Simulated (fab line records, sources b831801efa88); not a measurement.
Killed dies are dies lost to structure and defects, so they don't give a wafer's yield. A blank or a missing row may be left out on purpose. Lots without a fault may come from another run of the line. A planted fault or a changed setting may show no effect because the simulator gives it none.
fab line records | flow sky130
record lots=5 wafers=15 last_day=50
route steps=708 shown LDD_HVP@281 LDD_LDN@289 PAD_OPEN@708
lots that met no fault: from a run of the same line without faults
start_h: hours from the record's first day to the start of the lot's first wafer shown | wait_h: hours since the lot's step before | " the same as in the row above | L1.1+2: a row that stands for several wafers | - no value, or no start given | * or withheld: withheld | < > ~ a bound
route shown NAME@n: a module of which the file shows steps, and the number in the route of the first | usual: mean/standard deviation of fault-free wafers | same: alike in all rows | chamber/n: place in a boat | sites: the reading at each site | _std_site: their standard deviation | _edge_site: outer sites' mean less inner sites' | radius_mm: how far each site lies from the wafer's centre | mask NAME#n: copy n | behind: the tool/chamber that last shaped the wafer | hold: why the lot was held/for how many hours/how that ended | device: the transistor (n, p or np) that didn't switch | end of line: the same wafers' tests at the end of the route | a step without rows: its recipe alone | killed: dies lost to structure and defects at the first sort, not the wafer's yield | map: a wafer's dies, x killed, . not, _ none there
set.NAME: the setting as run; set.NAME@STEP: as run at that earlier step | model.NAME: the simulator's own value behind a step, which no gauge read
lots at some steps of the route; a table a step, a row a wafer
services: from which hour (start_h, from the record's first day; less than 0 if before it) a tool's chamber was out of use, for how many hours, and why
## steps
# step SKY_LDD_HVP_SOFTBAKE_03
# recipe temp_c=90 time_s=60 resist=NOVOLAK
# step SKY_LDD_HVP_EXPOSE_04
# recipe mask_id=HVPTM na=0.6 source_shape=conventional sigma_outer=0.6 polarization=unpolarized target_cd_nm=700 dose_mj=86
# step SKY_LDD_HVP_PEB_05
# recipe temp_c=withheld time_s=* resist=NOVOLAK
# step SKY_LDD_HVP_DEVELOP_06
# recipe resist=NOVOLAK developer=TMAH develop_time_s=60 dev_temp_c=23
# step SKY_LDD_HVP_OVL_MEAS_07
# usual LDD_HVP_OVL=0.8/1.2
# columns lot.wafer tool chamber start_h wait_h LDD_HVP_OVL[nm]
L198.2 overlay-02 - 559.53 0.1 0.3
L198.3 " - " " 0.2
L198.6 " - " " 0.4
L210.2 overlay-01 - 655.34 0.1 0.6
L210.5 " - " " 0.6
L210.6 " - " " 1.8
L212.1 overlay-01 - 666.72 0.1 2.7
L212.2 " - " " 1.9
L212.4 " - " " 2.4
L213.1 overlay-01 - 673.34 0.1 1.3
L213.2 " - " " 0.1
L213.5 " - " " 0.3
L215.1 overlay-02 - 689.94 0.1 1.1
L215.3 " - " " 2.3
L215.6 " - " " 1.9
# step SKY_LDD_HVP_IMPLANT_08
# recipe species=B energy_kev=20 dose_cm2=1.7e+13 tilt_deg=17.9
# step SKY_LDD_HVP_STRIP_09
# recipe chemistry=O2/N2 power_w=1400 pressure_mtorr=1500 platen_temp_c=withheld o2_flow_sccm=3000 n2_flow_sccm=300 overash_fraction=0.5
# usual drypump_motor_current_A=5.7/0.45 o2_flow_sccm=3000/8.5 oes_product_au=0.405/0.0046 strip_time_to_endpoint_s=4.060/0.016
# columns lot.wafer tool chamber start_h wait_h drypump_motor_current_A o2_flow_sccm oes_product_au rf_hours_counter_h strip_time_to_endpoint_s
L198.2 plasma_asher-02 1 559.71 0.1 5.2 3009 0.398 77 4.037
L198.3 " 0 " " 5.1 3008 0.409 - 4.051
L198.6 " 1 " " 5.2 3006 0.409 - 4.043
L210.2 plasma_asher-04 1 655.52 0.1 5.6 2991 0.396 96 4.073
L210.5 " 1 " " 5.5 2992 0.406 - 4.045
L210.6 " 0 " " 6.2 2987 0.412 - 4.070
L212.1 plasma_asher-04 1 666.91 0.1 5.5 3000 0.401 97 4.058
L212.2 " 0 " " 6.2 3011 0.406 97 4.047
L212.4 " 0 " " 6.2 2999 0.407 - 4.059
L213.1 plasma_asher-04 1 673.53 0.1 5.5 3005 0.407 98 4.075
L213.2 " 0 " " 6.3 2996 0.416 98 4.051
L213.5 " 1 " " 5.5 2991 0.410 - 4.055
L215.1 plasma_asher-03 1 690.12 0.1 5.9 2987 0.396 23 4.075
L215.3 " 0 " " 6.3 3000 0.406 - 4.042
L215.6 " 0 " " 6.3 3000 0.399 - 4.053
# step SKY_LDD_HVP_TW_MEAS_10
# usual LDD_HVP_TW=456/4.2
# columns lot.wafer tool chamber start_h wait_h LDD_HVP_TW
L198.2 film_metro-04 - 559.82 0.1 458
L198.3 " - " " 457
L198.6 " - " " 457
L210.2 film_metro-04 - 655.63 0.1 459
L210.5 " - " " 462
L210.6 " - " " 459
L212.1 film_metro-04 - 667.01 0.1 461
L212.2 " - " " 460
L212.4 " - " " 460
L213.1 film_metro-01 - 673.63 0.1 457
L213.2 " - " " 457
L213.5 " - " " 460
L215.1 film_metro-04 - 690.22 0.1 459
L215.3 " - " " 458
L215.6 " - " " 460
# step SKY_LDD_LDN_DEHYDRATE_00
# recipe temp_c=200 time_s=60
# step SKY_LDD_LDN_HMDS_01
# recipe prime_time_s=60 prime_temp_c=120
# step SKY_LDD_LDN_COAT_02
# recipe resist=NOVOLAK spin_rpm=3000 resist_thk_nm=1140
# step SKY_LDD_LDN_SOFTBAKE_03
# recipe temp_c=90 time_s=60 resist=NOVOLAK
# step SKY_LDD_LDN_EXPOSE_04
# recipe mask_id=LDNTM na=0.6 source_shape=conventional sigma_outer=0.6 polarization=unpolarized target_cd_nm=700 dose_mj=140
# columns lot.wafer tool chamber start_h wait_h mask
L198.2+3+6 iline_stepper-01 0 574.94 - PSDM#0
L210.2+5+6 iline_stepper-02 0 670.33 - LDNTM#0
L212.1+2+4 iline_stepper-02 0 681.42 - LDNTM#0
L213.1+2+5 iline_stepper-01 0 687.06 - LDNTM#0
L215.1+3+6 iline_stepper-01 0 704.56 - LDNTM#0
# step SKY_LDD_LDN_PEB_05
# recipe temp_c=withheld time_s=* resist=NOVOLAK
# step SKY_LDD_LDN_DEVELOP_06
# recipe resist=NOVOLAK developer=TMAH develop_time_s=60 dev_temp_c=23
# step SKY_LDD_LDN_OVL_MEAS_07
# usual LDD_LDN_OVL=-0.2/1.4
# columns lot.wafer tool chamber start_h wait_h LDD_LDN_OVL[nm]
L198.2 overlay-01 - 589.28 0.1 -
L198.3 " - " " -
L198.6 " - " " -
L210.2 overlay-02 - 684.13 0.1 -1.8
L210.5 " - " " -2.1
L210.6 " - " " -1.8
L212.1 overlay-01 - 694.42 0.1 -2.9
L212.2 " - " " -1.1
L212.4 " - " " -1.8
L213.1 overlay-02 - 700.97 0.1 1.3
L213.2 " - " " 1.9
L213.5 " - " " 0.5
L215.1 overlay-01 - 718.17 0.1 -0.7
L215.3 " - " " -0.9
L215.6 " - " " -2.3
# step SKY_LDD_LDN_IMPLANT_08
# recipe species=As energy_kev=15 dose_cm2=1.25e+13 tilt_deg=withheld rotation_deg=23
# step SKY_LDD_LDN_IMPLANT_09
# recipe species=As energy_kev=15 dose_cm2=1.25e+13 tilt_deg=withheld rotation_deg=113
# step SKY_LDD_LDN_IMPLANT_10
# recipe species=As energy_kev=15 dose_cm2=1.25e+13 tilt_deg=withheld rotation_deg=203
# step SKY_LDD_LDN_IMPLANT_11
# recipe species=As energy_kev=15 dose_cm2=1.25e+13 tilt_deg=withheld rotation_deg=293
# step SKY_LDD_LDN_STRIP_12
# recipe chemistry=O2/N2 power_w=1400 pressure_mtorr=1500 platen_temp_c=withheld o2_flow_sccm=3000 n2_flow_sccm=300 overash_fraction=0.5
# usual drypump_motor_current_A=5.7/0.47 o2_flow_sccm=2999/8.8 oes_product_au=0.715/0.0044 strip_time_to_endpoint_s=14.16/0.046
# columns lot.wafer tool chamber start_h wait_h drypump_motor_current_A o2_flow_sccm oes_product_au rf_hours_counter_h strip_time_to_endpoint_s
L198.2 plasma_asher-01 1 589.91 0.1 6.2 3009 0.718 46 14.19
L198.3 " 1 " " 6.2 2998 0.704 - 14.21
L198.6 " 1 " " 6.2 3000 0.715 - 14.21
L210.2 plasma_asher-01 0 684.76 0.1 5.4 2991 0.707 56 14.12
L210.5 " 0 " " 5.4 2994 0.714 - 14.06
L210.6 " 1 " " 6.2 2992 0.710 - 14.03
L212.1 plasma_asher-02 0 695.06 0.1 5.1 2996 0.716 89 14.18
L212.2 " 1 " " 5.2 3005 0.717 89 14.17
L212.4 " 0 " " 5.1 2996 0.708 - 14.23
L213.1 plasma_asher-03 0 701.61 0.1 6.3 2995 0.710 24 14.15
L213.2 " 1 " " 5.9 3008 0.709 24 14.17
L213.5 " 1 " " 5.9 3010 0.715 - 14.19
L215.1 plasma_asher-02 1 718.81 0.1 5.2 2998 0.713 91 14.19
L215.3 " 1 " " 5.2 2995 0.715 - 14.14
L215.6 " 0 " " 5.2 2989 0.721 - 14.17
# step SKY_LDD_LDN_TW_MEAS_13
# usual LDD_LDN_TW=1490/7.6
# columns lot.wafer tool chamber start_h wait_h LDD_LDN_TW
L198.2 film_metro-01 - 590.02 0.1 30
L198.3 " - " " 30
L198.6 " - " " 30
L210.2 film_metro-04 - 684.87 0.1 1483
L210.5 " - " " 1482
L210.6 " - " " 1494
L212.1 film_metro-01 - 695.16 0.1 1490
L212.2 " - " " 1487
L212.4 " - " " 1483
L213.1 film_metro-04 - 701.71 0.1 1484
L213.2 " - " " 1485
L213.5 " - " " 1489
L215.1 film_metro-01 - 718.91 0.1 1481
L215.3 " - " " 1484
L215.6 " - " " 1493
# step SKY_LDD_LDN_CLEAN_14
# recipe chemistry=SC1/SC2 mix=1:4:20 temp_c=70 time_s=150 dry=n2_spin
# step SKY_PAD_OPEN_PROBE_99
# usual killed_at_M0_to_M3=43/7.7 killed_at_M4_up=3.4/1.9 killed_at_contacts=25/5.6 killed_at_front_end=14/4.3 killed_at_other=0.2/0.5 killed_dies=86/10 killed_on_rim=17/4.1 killed_open=47/7.2 killed_short=39/6.7
# same gross_dies=492 killed_at_back_side=0
# columns lot.wafer tool chamber start_h wait_h killed_at_M0_to_M3 killed_at_M4_up killed_at_contacts killed_at_front_end killed_at_other killed_dies killed_on_rim killed_open killed_short model.etest.pfet_01v8.r_on_ohm_um model.etest.pfet_g5v0d10v5.r_on_ohm_um model.etest.pfet_01v8.drive_ua_um model.etest.pfet_01v8_hvt.drive_ua_um model.etest.sram_pfet_latch.drive_ua_um model.etest.pfet_01v8_mvt.drive_ua_um model.etest.pfet_01v8_lvt.drive_ua_um model.etest.res_pdiff.line_ohm_um
L198.2 prober-02 - 1120.38 0.1 47 2 24 419 0 492 96 56 35 7624 4832 69.53 47.45 48.32 79.5 112.6 1436
L198.3 prober-02 - 1120.43 0.2 37 4 26 425 0 492 96 42 30 9291 4910 58.03 36.95 35.98 68.49 100.6 1458
L198.6 prober-02 - 1120.58 0.2 42 1 21 428 0 492 96 51 30 1.135e+04 4960 47.93 29.25 30.86 59.8 90.23 1444
L210.2 prober-02 - 1185.26 0.1 27 5 34 13 0 79 16 45 34 2852 4730 195.2 145.5 144.8 152.6 175.2 1371
L210.5 prober-02 - 1185.41 0.2 37 2 37 15 1 92 23 56 36 2853 4697 193.5 144.6 140.1 152.4 174 1344
L210.6 prober-02 - 1185.46 0.2 32 2 29 19 0 82 19 44 38 2920 4711 190.1 142.3 139.2 150.3 173.5 1351
L212.1 prober-02 - 1189.35 0.1 50 5 28 12 0 95 20 47 48 2961 4802 187.5 139.3 136.7 150.3 175.6 1395
L212.2 prober-02 - 1189.40 0.1 45 2 29 11 0 87 15 46 41 2928 4780 190.7 142.2 138.4 150.2 173.9 1341
L212.4 prober-02 - 1189.50 0.2 48 5 26 8 1 88 15 46 42 2900 4821 193 144 144.6 152.1 175.3 1372
L213.1 prober-01 - 1191.57 0.1 31 7 23 16 1 78 17 42 36 2928 4798 188.6 140.8 140.6 148.7 173.5 1321
L213.2 prober-01 - 1191.62 0.1 38 3 33 18 1 93 13 49 44 2917 4725 191.1 142.9 144.1 149.2 175.8 1357
L213.5 prober-01 - 1191.77 0.2 44 4 20 12 1 81 15 41 40 2917 4714 188.8 141.6 141.9 149.5 176.6 1337
L215.1 prober-01 - 1203.95 0.1 51 6 26 7 0 90 15 49 41 2958 4842 188.4 139.9 137.6 149.9 172.2 1442
L215.3 prober-01 - 1204.05 0.2 40 2 21 15 0 78 13 37 41 2959 4826 189.2 139.9 138.3 149.8 172.8 1381
L215.6 prober-01 - 1204.20 0.2 48 1 34 15 0 98 13 60 38 2907 4850 191.8 142.6 137.8 150.9 173.6 1412
# killed by level:class
L198.2 LDD_LDN:area_expose=401 METAL2:geometric_particle:short=11 CONTACT:geometric_particle:open=9 VIA1:geometric_particle:open=8 LI_CONTACT:geometric_particle:open=8 VIA3:geometric_particle:open=8 VIA2:geometric_particle:open=6 POLY_GATE:geometric_particle:open=5
L198.3 LDD_LDN:area_expose=420 CONTACT:geometric_particle:open=11 VIA1:geometric_particle:open=11 LI_CONTACT:geometric_particle:open=7 VIA3:geometric_particle:open=6 METAL1:geometric_particle:short=5 POLY_GATE:geometric_particle:short=4 LI_CONTACT:geometric_particle:short=3
L198.6 LDD_LDN:area_expose=411 VIA1:geometric_particle:open=14 CONTACT:geometric_particle:open=7 LI_CONTACT:geometric_particle:open=5 LI_CONTACT:geometric_particle:short=5 VIA1:geometric_particle:short=5 METAL2:geometric_particle:short=5 FIELD_ISO:geometric_particle:short=4
L210.2 LI_CONTACT:geometric_particle:open=11 VIA1:geometric_particle:open=10 CONTACT:geometric_particle:short=7 CONTACT:geometric_particle:open=7 LOCAL_INTERCONNECT:geometric_particle:short=6 FIELD_ISO:geometric_particle:short=4 VIA2:geometric_particle:open=4 METAL2:geometric_particle:short=4
L210.5 CONTACT:geometric_particle:open=12 VIA1:geometric_particle:open=10 LI_CONTACT:geometric_particle:open=10 CONTACT:geometric_particle:short=7 VIA2:geometric_particle:open=6 FIELD_ISO:geometric_particle:open=4 LOCAL_INTERCONNECT:geometric_particle:short=4 METAL1:geometric_particle:short=4
L210.6 CONTACT:geometric_particle:open=10 CONTACT:geometric_particle:short=8 VIA1:geometric_particle:open=8 LI_CONTACT:geometric_particle:open=7 FIELD_ISO:geometric_particle:open=6 FIELD_ISO:geometric_particle:short=6 VIA2:geometric_particle:open=6 VIA3:geometric_particle:short=4
L212.1 VIA1:geometric_particle:open=12 CONTACT:geometric_particle:open=12 CONTACT:geometric_particle:short=9 VIA1:geometric_particle:short=8 VIA2:geometric_particle:short=8 METAL2:geometric_particle:short=6 FIELD_ISO:geometric_particle:open=5 VIA2:geometric_particle:open=4
L212.2 VIA1:geometric_particle:open=11 CONTACT:geometric_particle:open=10 LI_CONTACT:geometric_particle:open=8 VIA2:geometric_particle:open=7 METAL2:geometric_particle:short=6 VIA2:geometric_particle:short=6 LOCAL_INTERCONNECT:geometric_particle:short=5 METAL1:geometric_particle:short=5
L212.4 VIA1:geometric_particle:open=10 CONTACT:geometric_particle:open=9 CONTACT:geometric_particle:short=8 VIA2:geometric_particle:open=8 VIA3:geometric_particle:open=7 VIA1:geometric_particle:short=5 VIA2:geometric_particle:short=4 FIELD_ISO:geometric_particle:open=3
L213.1 CONTACT:geometric_particle:open=8 VIA1:geometric_particle:open=8 VIA2:geometric_particle:open=8 FIELD_ISO:geometric_particle:open=4 FIELD_ISO:geometric_particle:short=4 POLY_GATE:geometric_particle:short=4 POLY_GATE:geometric_particle:open=4 LI_CONTACT:geometric_particle:short=4
L213.2 CONTACT:geometric_particle:open=16 VIA1:geometric_particle:open=8 METAL1:geometric_particle:short=6 VIA2:geometric_particle:short=6 VIA2:geometric_particle:open=6 FIELD_ISO:geometric_particle:open=5 LI_CONTACT:geometric_particle:open=5 LOCAL_INTERCONNECT:geometric_particle:short=5
L213.5 CONTACT:geometric_particle:open=8 VIA2:geometric_particle:open=8 VIA3:geometric_particle:open=8 CONTACT:geometric_particle:short=6 METAL2:geometric_particle:short=6 VIA1:geometric_particle:open=5 FIELD_ISO:geometric_particle:short=4 FIELD_ISO:geometric_particle:open=4
L215.1 VIA3:geometric_particle:open=11 VIA1:geometric_particle:open=9 CONTACT:geometric_particle:open=7 LI_CONTACT:geometric_particle:open=6 METAL2:geometric_particle:short=6 LOCAL_INTERCONNECT:geometric_particle:short=5 VIA3:geometric_particle:short=5 METAL4:geometric_particle:short=5
L215.3 VIA1:geometric_particle:open=7 FIELD_ISO:geometric_particle:open=6 METAL2:geometric_particle:short=6 CONTACT:geometric_particle:open=5 VIA3:geometric_particle:open=5 LI_CONTACT:geometric_particle:open=5 FIELD_ISO:geometric_particle:short=4 LOCAL_INTERCONNECT:geometric_particle:short=4
L215.6 CONTACT:geometric_particle:open=14 VIA1:geometric_particle:open=13 LI_CONTACT:geometric_particle:open=9 VIA3:geometric_particle:open=7 FIELD_ISO:geometric_particle:open=6 VIA1:geometric_particle:short=6 VIA2:geometric_particle:open=5 VIA3:geometric_particle:short=5
# map L198.2 (x killed, . not)
__________xxxxxxxxxx_________
________xxxxxxxxxxxxxx_______
______xxxxxxxxxxxxxxxxxx_____
_____xxxxxxxxxxxxxxxxxxxx____
____xxxxxxxxxxxxxxxxxxxxxx___
___xxxxxxxxxxxxxxxxxxxxxxxx__
__xxxxxxxxxxxxxxxxxxxxxxxxxx_
_xxxxxxxxxxxxxxxxxxxxxxxxxxxx
_xxxxxxxxxxxxxxxxxxxxxxxxxxxx
_xxxxxxxxxxxxxxxxxxxxxxxxxxxx
_xxxxxxxxxxxxxxxxxxxxxxxxxxxx
_xxxxxxxxxxxxxxxxxxxxxxxxxxxx
_xxxxxxxxxxxxxxxxxxxxxxxxxxxx
_xxxxxxxxxxxxxxxxxxxxxxxxxxxx
_xxxxxxxxxxxxxxxxxxxxxxxxxxxx
__xxxxxxxxxxxxxxxxxxxxxxxxxx_
___xxxxxxxxxxxxxxxxxxxxxxxx__
____xxxxxxxxxxxxxxxxxxxxxx___
_____xxxxxxxxxxxxxxxxxxxx____
______xxxxxxxxxxxxxxxxxx_____
________xxxxxxxxxxxxxx_______
__________xxxxxxxxxx_________
# map L215.6 (x killed, . not)
__________.....x...._________
________..xx.........._______
______......x.xx.....x.._____
_____.......x..x.x....x.x____
____xx......xx.......x....___
___...xxx.xx......x.....x..__
__..x.................x....._
_.....x.........x............
_x...x.x.............xxx..x..
_.x........x......xxx..x..xx.
_..x...x...x......xx.x.xx.x..
_.....x..xx.....x.....x......
_.....xx..x..........x..x....
_....x.......x.....x...xx....
_.x.....x..x......xx.........
__.xx....x........x..x.....x_
___....x........x.....x....__
____......x..x...xxx...x..___
_____..x.x.........x.x...____
______....xx.....x..xx.x_____
________.............._______
__________.........x_________
## services
# columns tool chamber start_h hours kind
iline_stepper-02 - 571.78 12.4 repair
plasma_asher-03 - 579.54 2.8 pm
iline_stepper-02 - 590.50 1.7 pm
plasma_asher-02 - 591.06 4.3 pm
iline_stepper-01 - 600.72 1.7 pm
plasma_asher-04 - 616.64 4.3 repair
plasma_asher-02 - 635.22 11.1 pm
plasma_asher-03 - 648.99 1.8 repair
plasma_asher-02 - 653.62 4.9 repair
plasma_asher-01 - 690.61 2.8 pm
iline_stepper-02 - 695.80 12.3 repair
iline_stepper-01 - 706.02 0.8 repair
## key
first_sign step=SKY_LDD_LDN_EXPOSE_04 reading=mask direction=changed
effect step=SKY_LDD_LDN_OVL_MEAS_07 reading=LDD_LDN_OVL direction=missing
effect step=SKY_LDD_LDN_TW_MEAS_13 reading=LDD_LDN_TW direction=down sigmas=99+ usual=1490 struck=30
effect step=SKY_PAD_OPEN_PROBE_99 reading=killed_at_front_end direction=up sigmas=94 usual=14 struck=424
model_effect step=SKY_PAD_OPEN_PROBE_99 value=etest.pfet_01v8.r_on_ohm_um without=2892 struck=9421
more_kills_born_at SKY_LDD_LDN_EXPOSE_04@iline_stepper-01=1232
met_at SKY_LDD_LDN_EXPOSE_04
struck_wafers L198.2,L198.3,L198.6
tester_left_out L198
fault kind=wrong_mask tool=any chamber=- onset_h=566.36 steps=SKY_LDD_LDN_EXPOSE_04 aux_copy=PSDM#0 scope=struck_lots_only
# tester_left_out: of these lots the tester's yield and bins aren't shown, on N5 and GAA mostly nor the transistor test; their killed dies are dies lost to structure and defects alone, not to doping, threshold or leakage, so they don't give the yield
